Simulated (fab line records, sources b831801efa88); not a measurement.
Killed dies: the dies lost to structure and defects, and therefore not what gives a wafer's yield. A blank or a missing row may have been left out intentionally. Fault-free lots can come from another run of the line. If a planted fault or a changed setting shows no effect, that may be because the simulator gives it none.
Which tool was responsible? + flow gf180mcu + at 1 step of a route of 602, 6 lots with 18 wafers sampled

WHAT THE GAUGES READ, wafer by wafer
GF_V2_BOW_MEAS_05.
| lot  | measured     | on           | V2_BOW (um) |
|------|--------------|--------------|-------------|
| L520 | day 19 13:01 | filmMetro-04 | 89 104 92   |
| L522 | day 20 03:51 | filmMetro-04 | 98 95 89    |
| L525 | day 21 14:22 | filmMetro-04 | 94 86 99    |
| L527 | day 22 21:56 | filmMetro-04 | 95 95 101   |
| L534 | day 24 19:07 | filmMetro-03 | 90 88 99    |
| L541 | day 26 17:41 | filmMetro-02 | 93 91 95    |

WHICH TOOL RAN EACH LOT (tool, then ch and the chambers of the sampled wafers, then the start)
There is no process step in the record ahead of these readings.

THE ANSWER, worked out from the rows above alone
Rule: the usual values come from the lots themselves. The widest of any qualifying gaps counts: lots, ordered by their means at a reading, are off when they make up no more than a third of the lots, leave a main group of 4 or more, and stand apart from it by 3 or more times the standard deviation of that group's means. Not used: any main group whose means are identical at the precision the tables above print for the reading. A lot without any number at a reading at which 4 lots or more have one is off too. Where the step has rows for the other lots, those lots are counted as sound.
No lot is off on any of the readings shown, so nothing can be concluded from this.

WHAT WAS PUT IN BY THE SIMULATOR
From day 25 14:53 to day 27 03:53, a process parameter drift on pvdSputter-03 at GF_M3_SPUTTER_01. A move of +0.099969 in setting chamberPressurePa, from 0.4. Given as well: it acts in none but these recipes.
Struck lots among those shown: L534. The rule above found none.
